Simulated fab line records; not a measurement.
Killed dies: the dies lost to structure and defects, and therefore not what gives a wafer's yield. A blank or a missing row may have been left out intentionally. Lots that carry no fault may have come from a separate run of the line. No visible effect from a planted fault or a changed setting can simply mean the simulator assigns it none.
fab line records	flow sky130
record lots=5	wafers=15	last_day=50
route steps=708 shown VIA3@589 METAL4@598 PAD_OPEN@708
lots untouched by any fault: they come from a run of this same line in which no faults occurred
start_h: hours from the record's opening day to when the first of the lot's shown wafers began	wait_h: hours elapsed since this lot's preceding step	" unchanged from the row above	L1.1+2: a single row standing in for several wafers	- value missing, or start not given	* or withheld: withheld	< > ~ a bound
route shown NAME@n: names a module that has steps shown in the file, with the first one's number in the route	usual: average and standard deviation across the fault-free wafers	same: alike in all rows	chamber/n: place in a boat	sites: per-site readings	_std_site: the standard deviation of these	_edge_site: outer sites' mean less inner sites'	radius_mm: how far each site lies from the wafer's centre	mask NAME#n: copy n	behind: the tool/chamber that last shaped the wafer	hold: the reason the lot was held/the length of the hold in hours/how it ended	device: the transistor (n, p or np) that didn't switch	end of line: the route-end tests of the same wafers	step lacking rows: just its recipe	killed: at the first sort, the dies lost to defects and structure; wafer yield is something else	map: the dies of a wafer, with x for killed, . for not killed, _ for no die there
set.NAME: the run value of the setting; set.NAME@STEP: its run value at that earlier step	model.NAME: the simulator's own value behind a step, which no gauge read
a table for each step, a row for each wafer; lots at some steps of the route
services: when a tool's chamber went out of use (start_h, in hours from the record's first day, below 0 if earlier), for how many hours, and the reason
## steps
# step SKY_VIA3_STRIP_16
# recipe chemistry=O2/N2	power_w=1400	pressure_mtorr=1500	platen_temp_c=withheld	o2_flow_sccm=3000	n2_flow_sccm=300	overash_fraction=0.5
# usual drypump_motor_current_A=5.9/0.56	n2_flow_sccm=300.0/0.87	o2_flow_sccm=3001/9.7	oes_product_au=0.402/0.0048	strip_time_to_endpoint_s=4.122/0.026
lot.wafer	tool	chamber	start_h	wait_h	drypump_motor_current_A	n2_flow_sccm	o2_flow_sccm	oes_product_au	rf_hours_counter_h	strip_time_to_endpoint_s
L748.1	plasma_asher-02	1	920.57	0.0	6.0	301.3	3004	0.405	48	4.225
L748.2	"	0	"	"	5.2	300.0	3001	0.400	48	4.160
L748.6	"	0	"	"	5.2	299.8	2999	0.405	-	4.131
L753.2	plasma_asher-02	0	959.33	0.0	5.1	300.3	3004	0.398	52	4.095
L753.3	"	0	"	"	5.2	300.2	2999	0.397	-	4.141
L753.5	"	1	"	"	6.0	299.4	3010	0.406	-	4.117
L754.1	plasma_asher-02	1	966.87	0.0	6.0	299.8	3003	0.401	53	4.128
L754.2	"	0	"	"	5.1	298.7	3008	0.397	53	4.110
L754.3	"	0	"	"	5.2	300.4	3002	0.405	-	4.126
L767.4	plasma_asher-02	0	1056.72	0.1	5.2	299.1	3005	0.398	-	4.097
L767.5	"	1	"	"	6.0	299.8	3002	0.401	-	4.089
L767.6	"	0	"	"	5.2	299.4	2996	0.397	-	4.120
L770.2	plasma_asher-04	0	1069.23	0.0	6.1	298.3	2998	0.400	32	4.129
L770.3	"	1	"	"	5.4	300.5	3004	0.400	-	4.112
L770.5	"	0	"	"	6.1	298.7	2990	0.396	-	4.109
# step SKY_VIA3_STRIP_17
# recipe chemistry=post_etch_residue_remover	time_s=1200	temp_c=72.5
# step SKY_VIA3_CLEAN_18
# recipe chemistry=IPA	time_s=180	temp_c=25
# step SKY_VIA3_CLEAN_19
# recipe chemistry=O3/DIW	dry=n2_spin
# step SKY_VIA3_SPUTTER_20
# recipe material=TiN	target_thk_nm=20	chamber_pressure_pa=5	power_w=4000	time_s=80
# usual throttle_valve_pct=29.6/0.82
lot.wafer	tool	chamber	start_h	wait_h	throttle_valve_pct
L748.1	pvd_sputter-03	-	921.17	0.0	29.7
L748.2	"	-	"	"	30.5
L748.6	"	-	"	"	29.7
L753.2	pvd_sputter-01	-	959.92	0.0	29.0
L753.3	"	-	"	"	30.3
L753.5	"	-	"	"	30.6
L754.1	pvd_sputter-02	-	967.46	0.0	29.2
L754.2	"	-	"	"	30.8
L754.3	"	-	"	"	29.3
L767.4	pvd_sputter-01	-	1057.31	0.0	28.5
L767.5	"	-	"	"	29.5
L767.6	"	-	"	"	29.3
L770.2	pvd_sputter-03	-	1069.82	0.0	28.1
L770.3	"	-	"	"	30.4
L770.5	"	-	"	"	29.5
# step SKY_VIA3_CVD_21
# recipe material=W	target_thk_nm=390	time_s=117.31	temp_c=400	pressure_torr=40
# usual heater_power_w=817/51
lot.wafer	tool	chamber	start_h	wait_h	heater_power_w
L748.1	cvd_w-01	0	921.23	0.0	806
L748.2	"	1	"	"	752
L748.6	"	1	"	"	761
L753.2	cvd_w-02	1	959.98	0.0	823
L753.3	"	0	"	"	887
L753.5	"	0	"	"	886
L754.1	cvd_w-02	0	967.52	0.0	909
L754.2	"	1	"	"	851
L754.3	"	1	"	"	827
L767.4	cvd_w-02	0	1057.42	0.1	887
L767.5	"	0	"	"	895
L767.6	"	1	"	"	829
L770.2	cvd_w-01	0	1069.89	0.0	829
L770.3	"	1	"	"	750
L770.5	"	1	"	"	771
# step SKY_VIA3_RS_MEAS_22
# recipe thk_meas_gauge=four-point-probe	reads=W_of_VIA3_CVD_21+TiN_of_VIA3_SPUTTER_20
# usual VIA3_W_RS=0.294/0.0036
lot.wafer	tool	chamber	start_h	wait_h	VIA3_W_RS[ohm/sq]
L748.1	film_metro-01	-	921.36	0.1	0.302
L748.2	"	-	"	"	0.296
L748.6	"	-	"	"	0.298
L753.2	film_metro-02	-	960.13	0.1	0.291
L753.3	"	-	"	"	0.290
L753.5	"	-	"	"	0.286
L754.1	film_metro-03	-	967.64	0.1	0.290
L754.2	"	-	"	"	0.296
L754.3	"	-	"	"	0.294
L767.4	film_metro-01	-	1057.56	0.1	0.291
L767.5	"	-	"	"	0.290
L767.6	"	-	"	"	0.294
L770.2	film_metro-02	-	1070.03	0.1	0.294
L770.3	"	-	"	"	0.297
L770.5	"	-	"	"	0.299
# step SKY_VIA3_THK_MEAS_23
# recipe thk_meas_gauge=xrf	reads=W_of_VIA3_CVD_21
# usual VIA3_W_THK=382/5.5
lot.wafer	tool	chamber	start_h	wait_h	VIA3_W_THK[nm]
L748.1	film_metro-01	-	921.48	0.1	372
L748.2	"	-	"	"	378
L748.6	"	-	"	"	375
L753.2	film_metro-02	-	960.24	0.1	385
L753.3	"	-	"	"	387
L753.5	"	-	"	"	391
L754.1	film_metro-03	-	967.76	0.1	385
L754.2	"	-	"	"	374
L754.3	"	-	"	"	380
L767.4	film_metro-01	-	1057.65	0.1	390
L767.5	"	-	"	"	386
L767.6	"	-	"	"	385
L770.2	film_metro-02	-	1070.14	0.1	383
L770.3	"	-	"	"	380
L770.5	"	-	"	"	380
# step SKY_VIA3_CMP_24
# recipe stop_on=SiO2	t_overpolish_s=20	down_force_psi=3.5	platen_rpm=60	target_thk_nm=0	pad_velocity_m_s=0.94248
# usual motor_current_A=11.2/1.1	overpolish_run_s=20.000/0.0085	time_to_endpoint_s=96/4.3
lot.wafer	tool	chamber	start_h	wait_h	motor_current_A	overpolish_run_s	time_to_endpoint_s
L748.1	cmp-01	0	921.59	0.1	12.2	19.992	90
L748.2	"	2	"	"	10.5	20.003	91
L748.6	"	0	"	"	13.0	19.997	94
L753.3	cmp-02	2	960.29	0.0	11.9	19.998	97
L753.2	"	1	"	"	12.3	20.006	98
L753.5	"	2	"	"	11.7	19.989	98
L754.1	cmp-01	3	967.82	0.1	11.0	20.003	97
L754.2	"	0	"	"	12.6	19.999	97
L754.3	"	1	"	"	11.0	19.997	90
L767.4	cmp-01	0	1057.73	0.1	12.7	20.004	100
L767.5	"	3	"	"	12.0	19.996	96
L767.6	"	0	"	"	13.3	20.014	103
L770.2	cmp-01	3	1070.19	0.0	11.5	20.006	98
L770.3	"	1	"	"	10.7	19.999	94
L770.5	"	3	"	"	11.5	19.996	96
# step SKY_METAL4_SPUTTER_00
# recipe material=Ti	target_thk_nm=15	power_w=3000	time_s=10	chamber_pressure_pa=0.4
# usual throttle_valve_pct=29.8/1.2
lot.wafer	tool	chamber	start_h	wait_h	throttle_valve_pct
L748.1	pvd_sputter-04	-	921.84	0.2	30.5
L748.2	"	-	"	"	31.7
L748.6	"	-	"	"	31.6
L753.2	pvd_sputter-03	-	960.59	0.1	28.1
L753.3	"	-	"	"	29.6
L753.5	"	-	"	"	28.2
L754.1	pvd_sputter-02	-	968.12	0.2	31.2
L754.2	"	-	"	"	30.9
L754.3	"	-	"	"	29.4
L767.4	pvd_sputter-04	-	1057.98	0.2	31.9
L767.5	"	-	"	"	31.6
L767.6	"	-	"	"	27.8
L770.2	pvd_sputter-03	-	1070.49	0.2	30.4
L770.3	"	-	"	"	28.4
L770.5	"	-	"	"	30.4
# step SKY_METAL4_SPUTTER_01
# recipe material=TiN	target_thk_nm=20	power_w=6500	time_s=16.7	chamber_pressure_pa=0.4
# step SKY_METAL4_SPUTTER_02
# recipe material=AlCu	target_thk_nm=735	power_w=10600	time_s=39.1	chamber_pressure_pa=0.4
# step SKY_METAL4_SPUTTER_03
# recipe material=Ti	target_thk_nm=5	power_w=3000	time_s=3.3	chamber_pressure_pa=0.4
# usual throttle_valve_pct=29.9/1.2
lot.wafer	tool	chamber	start_h	wait_h	throttle_valve_pct	model.Ti_of_METAL4_SPUTTER_03.thk_nm
L748.1	pvd_sputter-04	-	921.92	0.0	30.6	5.109
L748.2	"	-	"	"	31.7	4.884
L748.6	"	-	"	"	31.7	4.802
L753.2	pvd_sputter-03	-	960.67	0.0	28.1	5.164
L753.3	"	-	"	"	29.9	4.923
L753.5	"	-	"	"	28.3	5.04
L754.1	pvd_sputter-02	-	968.21	0.0	30.9	4.904
L754.2	"	-	"	"	30.8	4.939
L754.3	"	-	"	"	29.4	4.934
L767.4	pvd_sputter-04	-	1058.07	0.0	31.8	3.644
L767.5	"	-	"	"	31.7	3.576
L767.6	"	-	"	"	27.7	4.917
L770.2	pvd_sputter-03	-	1070.58	0.0	30.7	5.239
L770.3	"	-	"	"	28.4	5.109
L770.5	"	-	"	"	30.5	5.157
# step SKY_METAL4_SPUTTER_04
# recipe material=TiN	target_thk_nm=70	power_w=6500	time_s=58.3	chamber_pressure_pa=0.4
# step SKY_PAD_OPEN_PROBE_99
# usual defect_limited_yield=82.3/1.8	killed_at_M0_to_M3=44/7.2	killed_at_M4_up=3.1/1.8	killed_at_contacts=24/4.5	killed_at_front_end=16/4.4	killed_at_other=0.2/0.42	killed_dies=87/8.9	killed_open=48/6.4	killed_short=39/6.2	sort_bin_3_pad_short=0.9/0.46	sort_bin_5_function=10.5/1.6	sort_bin_6_memory=6.3/1.1	sort_n_pass=405/8.9	sort_yield_pct=82.3/1.8
# same gross_dies=492	killed_at_back_side=0	sort_bin_4_leakage[%]=0	sort_bin_8_speed[%]=0
lot.wafer	tool	chamber	start_h	wait_h	defect_limited_yield[%]	killed_at_M0_to_M3	killed_at_M4_up	killed_at_contacts	killed_at_front_end	killed_at_other	killed_dies	killed_open	killed_short	sort_bin_3_pad_short[%]	sort_bin_5_function[%]	sort_bin_6_memory[%]	sort_n_pass	sort_yield_pct[%]
L748.1	prober-02	-	1064.12	0.1	81.5	50	4	29	8	0	91	50	41	1.0	8.5	8.9	401	81.5
L748.2	prober-02	-	1064.17	0.1	82.1	52	7	14	15	0	88	42	46	1.2	10.8	5.9	404	82.1
L748.6	prober-02	-	1064.37	0.2	81.1	45	3	27	18	0	93	56	37	0.6	10.6	7.7	399	81.1
L753.2	prober-01	-	1097.43	0.1	79.1	51	3	27	22	0	103	62	41	1.0	12.8	7.1	389	79.1
L753.3	prober-01	-	1097.48	0.2	77.6	62	3	27	18	0	110	57	53	2.0	13.4	6.9	382	77.6
L753.5	prober-01	-	1097.58	0.2	81.9	38	5	28	18	0	89	51	38	1.4	12.6	4.1	403	81.9
L754.1	prober-02	-	1102.85	0.1	82.9	38	2	27	17	0	84	43	41	1.4	10.4	5.3	408	82.9
L754.2	prober-02	-	1102.90	0.1	82.9	46	7	18	13	0	84	43	41	1.8	8.5	6.7	408	82.9
L754.3	prober-02	-	1102.95	0.2	85.2	45	3	19	6	0	73	44	29	0.2	9.8	4.9	419	85.2
L767.4	prober-01	-	1177.49	0.2	78.5	46	1	32	27	0	106	58	48	1.2	12.4	7.9	386	78.5
L767.5	prober-01	-	1177.54	0.2	82.9	37	2	30	14	1	84	48	36	0.8	10.0	6.3	408	82.9
L767.6	prober-01	-	1177.59	0.2	83.3	39	3	22	18	0	82	39	43	1.2	9.3	6.1	410	83.3
L770.2	prober-02	-	1188.69	0.1	83.3	38	3	29	12	0	82	47	35	0.8	10.6	5.3	410	83.3
L770.3	prober-02	-	1188.74	0.2	82.1	41	5	26	16	0	88	49	39	1.0	9.6	7.3	404	82.1
L770.5	prober-02	-	1188.84	0.2	81.5	45	5	27	13	1	91	48	43	1.0	11.6	5.9	401	81.5
# killed by level:class
L748.1 CONTACT:geometric_particle:open=13 VIA1:geometric_particle:open=11 VIA1:geometric_particle:short=8 VIA3:geometric_particle:open=7 METAL1:geometric_particle:short=6 LI_CONTACT:geometric_particle:open=4 LOCAL_INTERCONNECT:geometric_particle:short=4 CONTACT:geometric_particle:short=4
L748.2 VIA1:geometric_particle:open=12 METAL2:geometric_particle:short=10 METAL1:geometric_particle:short=7 VIA3:geometric_particle:open=7 METAL4:geometric_particle:short=6 POLY_GATE:geometric_particle:open=5 VIA2:geometric_particle:short=4 METAL3:geometric_particle:short=4
L748.6 CONTACT:geometric_particle:open=12 VIA1:geometric_particle:open=10 VIA2:geometric_particle:open=8 LI_CONTACT:geometric_particle:open=7 VIA1:geometric_particle:short=7 FIELD_ISO:geometric_particle:open=6 VIA3:geometric_particle:open=5 POLY_GATE:geometric_particle:open=4
L753.2 VIA1:geometric_particle:open=16 VIA3:geometric_particle:open=10 LI_CONTACT:geometric_particle:open=7 FIELD_ISO:geometric_particle:short=6 POLY_GATE:geometric_particle:open=6 CONTACT:geometric_particle:open=6 VIA2:geometric_particle:open=6 FIELD_ISO:geometric_particle:open=5
L753.3 VIA1:geometric_particle:open=12 METAL2:geometric_particle:short=10 CONTACT:geometric_particle:open=9 VIA3:geometric_particle:open=8 METAL1:geometric_particle:short=7 LOCAL_INTERCONNECT:geometric_particle:short=6 METAL3:geometric_particle:short=6 POLY_GATE:geometric_particle:open=5
L753.5 CONTACT:geometric_particle:open=11 VIA3:geometric_particle:open=10 VIA1:geometric_particle:open=9 LI_CONTACT:geometric_particle:open=8 POLY_GATE:geometric_particle:short=7 METAL1:geometric_particle:short=6 FIELD_ISO:geometric_particle:short=5 CONTACT:geometric_particle:short=5
L754.1 VIA1:geometric_particle:open=11 CONTACT:geometric_particle:open=9 LI_CONTACT:geometric_particle:open=7 LOCAL_INTERCONNECT:geometric_particle:short=6 METAL1:geometric_particle:short=6 VIA1:geometric_particle:short=6 FIELD_ISO:geometric_particle:open=4 FIELD_ISO:geometric_particle:short=3
L754.2 VIA1:geometric_particle:open=14 METAL2:geometric_particle:short=7 FIELD_ISO:geometric_particle:open=6 VIA2:geometric_particle:open=6 METAL4:geometric_particle:short=6 LI_CONTACT:geometric_particle:open=5 VIA3:geometric_particle:short=4 CONTACT:geometric_particle:short=4
L754.3 VIA1:geometric_particle:open=12 VIA2:geometric_particle:open=8 CONTACT:geometric_particle:open=7 LI_CONTACT:geometric_particle:open=6 METAL1:geometric_particle:short=6 VIA3:geometric_particle:open=6 VIA3:geometric_particle:short=5 LOCAL_INTERCONNECT:geometric_particle:short=3
L767.4 CONTACT:geometric_particle:open=12 FIELD_ISO:geometric_particle:short=9 FIELD_ISO:geometric_particle:open=9 VIA1:geometric_particle:open=8 METAL2:geometric_particle:short=8 LOCAL_INTERCONNECT:geometric_particle:short=7 VIA2:geometric_particle:open=7 CONTACT:geometric_particle:short=6
L767.5 CONTACT:geometric_particle:open=12 VIA1:geometric_particle:open=8 LI_CONTACT:geometric_particle:open=6 METAL1:geometric_particle:short=5 VIA1:geometric_particle:short=5 METAL2:geometric_particle:short=5 VIA2:geometric_particle:open=5 POLY_GATE:geometric_particle:open=4
L767.6 VIA1:geometric_particle:open=9 CONTACT:geometric_particle:short=7 METAL2:geometric_particle:short=7 CONTACT:geometric_particle:open=6 VIA2:geometric_particle:open=5 METAL1:geometric_particle:short=5 FIELD_ISO:geometric_particle:short=4 LI_CONTACT:geometric_particle:open=4
L770.2 VIA1:geometric_particle:open=13 LI_CONTACT:geometric_particle:open=6 CONTACT:geometric_particle:short=6 CONTACT:geometric_particle:open=6 VIA3:geometric_particle:open=6 LI_CONTACT:geometric_particle:short=5 FIELD_ISO:geometric_particle:open=4 LOCAL_INTERCONNECT:geometric_particle:short=4
L770.3 VIA1:geometric_particle:open=10 LI_CONTACT:geometric_particle:open=8 CONTACT:geometric_particle:open=8 VIA2:geometric_particle:open=7 METAL1:geometric_particle:short=6 VIA1:geometric_particle:short=6 METAL2:geometric_particle:short=5 FIELD_ISO:geometric_particle:short=4
L770.5 CONTACT:geometric_particle:open=11 LI_CONTACT:geometric_particle:open=9 FIELD_ISO:geometric_particle:open=6 VIA3:geometric_particle:open=6 METAL1:geometric_particle:short=6 VIA1:geometric_particle:open=6 METAL2:geometric_particle:short=6 VIA3:geometric_particle:short=5
## services
tool	chamber	start_h	hours	kind
cvd_w-02	-	904.00	14.0	pm
cmp-02	-	904.43	4.9	pm
cmp-02	-	910.79	0.9	repair
cmp-01	-	912.28	4.0	pm
cmp-01	-	913.06	0.9	repair
plasma_asher-04	-	920.49	6.0	repair
cvd_w-02	-	924.43	1.0	repair
pvd_sputter-04	-	931.07	1.7	repair
pvd_sputter-03	2	949.58	-	consumable_replace:kit
pvd_sputter-03	2	949.58	18.0	scheduled_down
pvd_sputter-03	2	949.58	18.0	vent_cycle
cvd_w-01	-	985.84	0.9	repair
cmp-02	-	988.13	19.9	repair
cmp-02	-	1012.49	1.8	repair
cmp-02	-	1013.44	1.9	repair
cmp-01	-	1018.39	0.4	repair
pvd_sputter-02	-	1026.93	14.8	repair
pvd_sputter-04	-	1034.14	2.7	repair
cmp-02	-	1039.80	1.0	repair
cmp-02	-	1046.02	7.1	pm
cvd_w-01	1	1054.61	3.8	repair
pvd_sputter-03	1	1061.04	-	consumable_replace:kit
pvd_sputter-03	1	1061.04	18.0	scheduled_down
cvd_w-02	-	1066.48	28.1	pm
## key
first_sign none at tools or gauges
model_effect step=SKY_METAL4_SPUTTER_03	value=Ti_of_METAL4_SPUTTER_03.thk_nm	without=4.776	struck=3.61
met_at SKY_METAL4_SPUTTER_03
struck_wafers L767.4,L767.5
onset_between 921.92 1058.07
fault kind=process_parameter_drift	tool=pvd_sputter-04	chamber=-	onset_h=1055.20	steps=SKY_METAL4_SPUTTER_03	channel=target_thk_nm	offset=-1.1663	shape=step	end_h=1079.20	acts_in=these_recipes_only	stated=5	scope=struck_wafers_only
